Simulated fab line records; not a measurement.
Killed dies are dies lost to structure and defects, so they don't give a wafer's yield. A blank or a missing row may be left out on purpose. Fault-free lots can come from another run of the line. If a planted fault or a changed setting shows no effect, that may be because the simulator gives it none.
A struck lot beside a sound one | flow sfq line | 19 steps out of a route of 325
Sound: the wafers L879.2, L879.4, L879.5. Struck: wafer L885.5 (left out: L885.4, L885.6 of the same lot, which were not struck); the cause appears at the end.
Per side, at each step with rows, come the tool, then ch with its chambers, and then its first start. Under that, the readings that differ: sound wafers | struck wafers | difference of the means | sigmas: that difference in standard deviations of wafers without a fault.
alike: readings with means less than 2 such deviations apart, plus words and numbers identical on both sides. not compared: withheld readings, readings lacking a value on some wafer, bounds such as >300 that could conceal the same value, and numbers that have no deviation in the record and whose values overlap.
Wherever a step has rows on one side only, a row that says differs or no value, or a row with sigmas, the two part there. Numbers that have no deviation but don't overlap get no sigmas and don't part them. A reading missing from all wafers of one side parts the sides only when that side holds two or more wafers.

SFQ_M6_OVL_MEAS_940:
  sound on overlay-02 at day 64 03:05; struck on overlay-02 at day 71 02:39
  alike: M6_OVL
SFQ_TRILAYER_M6_BARC_OPEN_METAL_ETCH_206: etches BARC in O2, target depth 125 nm, time 41.7 s.
  sound on rie metal-03 ch 0,1, day 64 03:07; struck on rie metal-04 ch 0, day 71 02:41
  alike: drypump motor current A, oes product au
  not compared: rf hours counter h
then, 1 step without rows for these wafers: SFQ_TRILAYER_M6_ETCH_METAL_ETCH_162 (etches Nb in Cl2/Ar, stops on SiO2, target depth 240 nm, time 120 s).
SFQ_TRILAYER_M6_STRIP_STRIP_163: strips in O2.
  sound on rie metal-03 ch 0,1, day 64 03:18; struck on rie metal-04 ch 0, day 71 03:03
  alike: drypump motor current A, oes product au
  not compared: rf hours counter h
then, 1 step without rows for these wafers: SFQ_TRILAYER_M6_STRIP_SOLV_CLEAN_164 (cleans in NMP, time 600 s).
SFQ_TRILAYER_I6_DEP_PECVD_165: deposits SiO2 from SiH4/N2O, time 111.11 s, target thk 500 nm.
  sound on pecvd-04 ch 0,2, day 64 04:04; struck on pecvd-01 ch 1, day 71 03:40
  reading                | sound          | struck | difference | sigmas
  throttle valve pct (%) | 23.5 23.0 23.4 | 24.7   | +1.4       | +2
  alike: heater power w
  not compared: since wet clean h
then, 1 step without rows for these wafers: SFQ_TRILAYER_I6_CMP_CMP_166 (polishes SiO2).
SFQ_I6_BOW_MEAS_941:
  sound on film metro-03 at day 64 17:03; struck on film metro-04 at day 71 06:46
  alike: I6_BOW
SFQ_TRILAYER_I6_METRO_MEASURE_167:
  sound on film metro-03 at day 64 17:21; struck on film metro-04 at day 71 07:26
  reading     | sound             | struck | difference | sigmas
  thk nm (nm) | 199.0 199.6 199.1 | 201.9  | +2.7       | +2
then, 3 steps without rows for these wafers: SFQ_TRILAYER_I6_VIA_LITHO_COAT_174 (resist thk 62 nm); SFQ_TRILAYER_I6_VIA_LITHO_COAT_169 (resist thk 650 nm); SFQ_TRILAYER_I6_VIA_LITHO_SOFTBAKE_173.
-- the record jumps here: 5 days lie between the struck wafers' starts before and after --
SFQ_TRILAYER_I6_VIA_LITHO_EXPOSE_170: exposes mask I6, target cd 700 nm.
  sound on krf scanner-02 ch 0, day 69 18:08; struck on krf scanner-02 ch 0, day 76 03:44
  alike: mask, exposure dose mJ cm2
then, 2 steps without rows for these wafers: SFQ_TRILAYER_I6_VIA_LITHO_PEB_172 (peb time 60 s); SFQ_TRILAYER_I6_VIA_LITHO_DEVELOP_171 (time 60 s).
SFQ_I6_OVL_MEAS_942:
  sound on overlay-01 at day 69 19:26; struck on overlay-02 at day 76 04:40
  reading     | sound    | struck | difference | sigmas
  I6_OVL (nm) | -9 -6 -7 | 8      | +15        | +2
SFQ_TRILAYER_I6_VIA_BARC_OPEN_VIA_ETCH_235: etches BARC in O2, target depth 125 nm, time 41.7 s.
  sound on rie diel-01 ch 0,1,2, day 69 19:28; struck on rie diel-03 ch 2, day 76 04:41
  reading             | sound             | struck | difference | sigmas
  model.I6.cd nm (nm) | 699.8 700.3 697.6 | 719    | +20        |
  alike: drypump motor current A, oes product au
  not compared: rf hours counter h
SFQ_TRILAYER_I6_VIA_ETCH_VIA_ETCH_172: etches SiO2 in CHF3, stops on Nb, target depth 260 nm.
  sound on rie diel-01 ch 0,1,2, day 69 19:31; struck on rie diel-03 ch 2, day 76 04:43
  reading                     | sound             | struck | difference | sigmas
  drypump motor current A (A) | 5.1 5.5 5.4       | 6.1    | +0.8       | +2
  model.I6.cd nm (nm)         | 700.1 698.5 701.2 | 716.5  | +16.6      |
  alike: oes product au
SFQ_TRILAYER_I6_VIA_STRIP_STRIP_173: strips in O2.
  sound on rie metal-03 ch 0, day 69 19:53; struck on rie metal-01 ch 0, day 76 05:02
  alike: drypump motor current A, oes product au
  not compared: rf hours counter h

## WHERE THEY PART
First at SFQ_TRILAYER_I6_DEP_PECVD_165; last, within this record, at SFQ_TRILAYER_I6_VIA_ETCH_VIA_ETCH_172. Later steps at which nothing parts them and some readings are alike: SFQ_TRILAYER_I6_VIA_STRIP_STRIP_173.

WHY: what had been put in by the simulator
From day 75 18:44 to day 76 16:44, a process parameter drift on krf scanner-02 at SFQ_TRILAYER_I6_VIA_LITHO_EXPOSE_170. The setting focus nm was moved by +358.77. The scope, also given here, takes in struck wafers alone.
